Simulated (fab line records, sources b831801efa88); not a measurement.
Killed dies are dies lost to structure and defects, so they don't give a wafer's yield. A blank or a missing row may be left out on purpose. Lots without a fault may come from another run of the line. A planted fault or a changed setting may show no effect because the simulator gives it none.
Which tool did it? | flow sky130 | 14 lots, 42 wafers sampled, at 4 steps of a route of 708

WHAT THE GAUGES READ, wafer by wafer
SKY_METAL3_CD_MEAS_13: target cd 300 nm. Usual: cd_nm 300.0 nm, standard deviation 1.6.
lot  | measured     | on        | cd_nm (nm)        | flag
L231 | day 39 11:34 | cd_sem-02 | 297.3 296.9 298.3 |
L233 | day 40 07:22 | cd_sem-02 | 299.4 299.4 298.4 |
L234 | day 40 10:10 | cd_sem-01 | 298.9 298.1 298.6 |
L235 | day 41 02:16 | cd_sem-01 | 299.3 299.2 298.7 |
L242 | day 42 19:07 | cd_sem-02 | 298.0 299.8 300.1 |
L244 | day 43 07:27 | cd_sem-02 | 302.1 301.2 300.6 |
L243 | day 43 09:29 | cd_sem-02 | 304.5 303.6 304.1 |
L245 | day 43 13:04 | cd_sem-02 | 301.1 301.7 300.2 |
L246 | day 43 23:37 | cd_sem-02 | 300.3 299.4 300.6 |
L247 | day 44 02:00 | cd_sem-02 | 300.6 299.5 299.1 |
L248 | day 44 04:46 | cd_sem-01 | 299.7 299.1 298.5 |
L251 | day 45 03:47 | cd_sem-02 | 300.1 301.9 301.5 |

WHICH TOOL RAN EACH LOT (tool, then ch and the chambers of the sampled wafers, then the start)
lot  | SKY_LI_CONTACT_STRIP_16              | SKY_VIA2_EXPOSE_09                | SKY_METAL3_SPUTTER_00
L231 | plasma_asher-03 ch 0,1, day 29 23:17 | krf_scanner-02 ch 0, day 36 15:28 | pvd_sputter-02, day 37 06:39
L233 | plasma_asher-02 ch 0,1, day 30 20:58 | krf_scanner-01 ch 0, day 37 12:57 | pvd_sputter-01, day 38 03:22
L234 | plasma_asher-03 ch 0,1, day 30 23:22 | krf_scanner-02 ch 0, day 37 15:08 | pvd_sputter-03, day 38 06:07
L235 | plasma_asher-01 ch 0,1, day 31 18:07 | krf_scanner-02 ch 0, day 38 07:38 | pvd_sputter-02, day 38 21:43
L236 | plasma_asher-02 ch 0,1, day 31 21:29 | krf_scanner-02, day 38 10:37      | -
L238 | plasma_asher-02 ch 0,1, day 32 04:06 | krf_scanner-02, day 38 17:40      | -
L242 | plasma_asher-03 ch 0,1, day 33 16:19 | krf_scanner-02 ch 0, day 40 03:48 | pvd_sputter-01, day 40 17:38
L244 | plasma_asher-01 ch 0,1, day 34 06:45 | krf_scanner-02 ch 0, day 40 17:01 | pvd_sputter-03, day 41 06:49
L243 | plasma_asher-01 ch 0,1, day 34 09:47 | krf_scanner-01 ch 0, day 40 20:07 | pvd_sputter-03, day 41 09:50
L245 | plasma_asher-01 ch 0,1, day 34 12:35 | krf_scanner-01 ch 0, day 40 21:24 | pvd_sputter-02, day 41 11:21
L246 | plasma_asher-01 ch 0,1, day 35 02:54 | krf_scanner-02 ch 0, day 41 10:23 | pvd_sputter-02, day 41 23:35
L247 | plasma_asher-03 ch 0,1, day 35 05:11 | krf_scanner-01 ch 0, day 41 12:37 | pvd_sputter-03, day 42 02:22
L248 | plasma_asher-03 ch 0,1, day 35 06:23 | krf_scanner-02 ch 0, day 41 15:15 | pvd_sputter-03, day 42 04:51
L251 | plasma_asher-02 ch 0,1, day 36 09:07 | krf_scanner-01 ch 0, day 42 15:29 | pvd_sputter-02, day 43 04:33
- SKY_LI_CONTACT_STRIP_16: strips in O2/N2.
- SKY_VIA2_EXPOSE_09: exposes mask VIM2, target cd 200 nm.
- SKY_METAL3_SPUTTER_00: material Ti, target thk 15 nm, time 10 s.

WHAT THE TOOLS THEMSELVES READ (means of the sampled wafers that have a number; where no wafer has one, the mark that the record gives instead)
SKY_LI_CONTACT_STRIP_16. Usual: drypump_motor_current_A 5.8 A, standard deviation 0.46; oes_product_au 0.376 a.u., standard deviation 0.005; strip_time_to_endpoint_s 3.50 s, standard deviation 0.044.
lot  | tool            | drypump_motor_current_A (A) | oes_product_au (a.u.) | strip_time_to_endpoint_s (s) | flag
L231 | plasma_asher-03 | 6.1                         | 0.378                 | 3.56                         |
L233 | plasma_asher-02 | 5.2                         | 0.378                 | 3.44                         |
L234 | plasma_asher-03 | 6.1                         | 0.376                 | 3.54                         |
L235 | plasma_asher-01 | 5.6                         | 0.376                 | 3.49                         |
L236 | plasma_asher-02 | 5.2                         | 0.374                 | 3.54                         |
L238 | plasma_asher-02 | 5.2                         | 0.372                 | 3.48                         |
L242 | plasma_asher-03 | 6.0                         | 0.376                 | 3.48                         |
L244 | plasma_asher-01 | 5.6                         | 0.379                 | 3.49                         |
L243 | plasma_asher-01 | 6.0                         | 0.377                 | 3.52                         |
L245 | plasma_asher-01 | 6.0                         | 0.380                 | 3.49                         |
L246 | plasma_asher-01 | 6.0                         | 0.376                 | 3.54                         |
L247 | plasma_asher-03 | 6.1                         | 0.376                 | 3.48                         |
L248 | plasma_asher-03 | 6.1                         | 0.373                 | 3.48                         |
L251 | plasma_asher-02 | 5.2                         | 0.377                 | 3.51                         |

SKY_VIA2_EXPOSE_09. Usual: exposure_dose_mJ_cm2 38.06, standard deviation 0.18; focus_offset_nm 0.0 nm, standard deviation 0.52; reticle_temp_C 23.02 C, standard deviation 0.095.
lot  | tool           | exposure_dose_mJ_cm2 | focus_offset_nm (nm) | reticle_temp_C (C) | flag
L231 | krf_scanner-02 | 38.05                | 0.6                  | 23.01              |
L233 | krf_scanner-01 | 37.89                | -0.0                 | 23.11              |
L234 | krf_scanner-02 | 38.13                | 0.5                  | 23.02              |
L235 | krf_scanner-02 | 37.99                | 0.2                  | 23.09              |
L236 | krf_scanner-02 | -                    | -                    | -                  | OFF
L238 | krf_scanner-02 | -                    | -                    | -                  | OFF
L242 | krf_scanner-02 | 38.04                | -0.4                 | 23.02              |
L244 | krf_scanner-02 | 38.06                | -0.2                 | 22.86              |
L243 | krf_scanner-01 | 37.96                | 0.2                  | 22.93              |
L245 | krf_scanner-01 | 37.90                | -0.2                 | 23.05              |
L246 | krf_scanner-02 | 38.04                | -0.8                 | 23.00              |
L247 | krf_scanner-01 | 37.93                | 0.4                  | 23.02              |
L248 | krf_scanner-02 | 38.06                | -0.2                 | 23.00              |
L251 | krf_scanner-01 | 38.45                | 0.5                  | 23.07              |

SKY_METAL3_SPUTTER_00. Usual: chamber_pressure_pa 0.4000 Pa, standard deviation 0.00085; throttle_valve_pct 30.2 %, standard deviation 1.1.
lot  | tool           | chamber_pressure_pa (Pa) | throttle_valve_pct (%) | flag
L231 | pvd_sputter-02 | 0.4005                   | 30.7                   |
L233 | pvd_sputter-01 | 0.3999                   | 30.8                   |
L234 | pvd_sputter-03 | 0.4001                   | 29.4                   |
L235 | pvd_sputter-02 | 0.4006                   | 30.4                   |
L242 | pvd_sputter-01 | 0.3997                   | 30.7                   |
L244 | pvd_sputter-03 | 0.4005                   | 29.8                   |
L243 | pvd_sputter-03 | 0.3999                   | 29.7                   |
L245 | pvd_sputter-02 | 0.4000                   | 30.7                   |
L246 | pvd_sputter-02 | 0.4008                   | 29.9                   |
L247 | pvd_sputter-03 | 0.3994                   | 29.0                   |
L248 | pvd_sputter-03 | 0.4000                   | 29.4                   |
L251 | pvd_sputter-02 | 0.4006                   | 29.8                   |

THE ANSWER, worked out from the rows above alone
Rule: a lot is off if the mean of its wafers that have a number lies more than 3 standard deviations from the usual mean. A lot without any number at a reading at which 4 lots or more have one is off too. The other lots that the step has rows for count as sound. The gauges are gone through in route order, then the tools' own readings, and for those a lot's mean is taken as printed above. The first step at which some lot is off is used, and at that step the reading that is off furthest; a lot without a number counts as furthest.
Off: L236, L238, at SKY_VIA2_EXPOSE_09 (exposure_dose_mJ_cm2). Without a number there: L236, L238.
A tool fits if, at that step or a process step before it, it ran every lot that is off, and no sound lot after the first of them. None of those tried fits.

WHAT THE SIMULATOR HAD PUT IN
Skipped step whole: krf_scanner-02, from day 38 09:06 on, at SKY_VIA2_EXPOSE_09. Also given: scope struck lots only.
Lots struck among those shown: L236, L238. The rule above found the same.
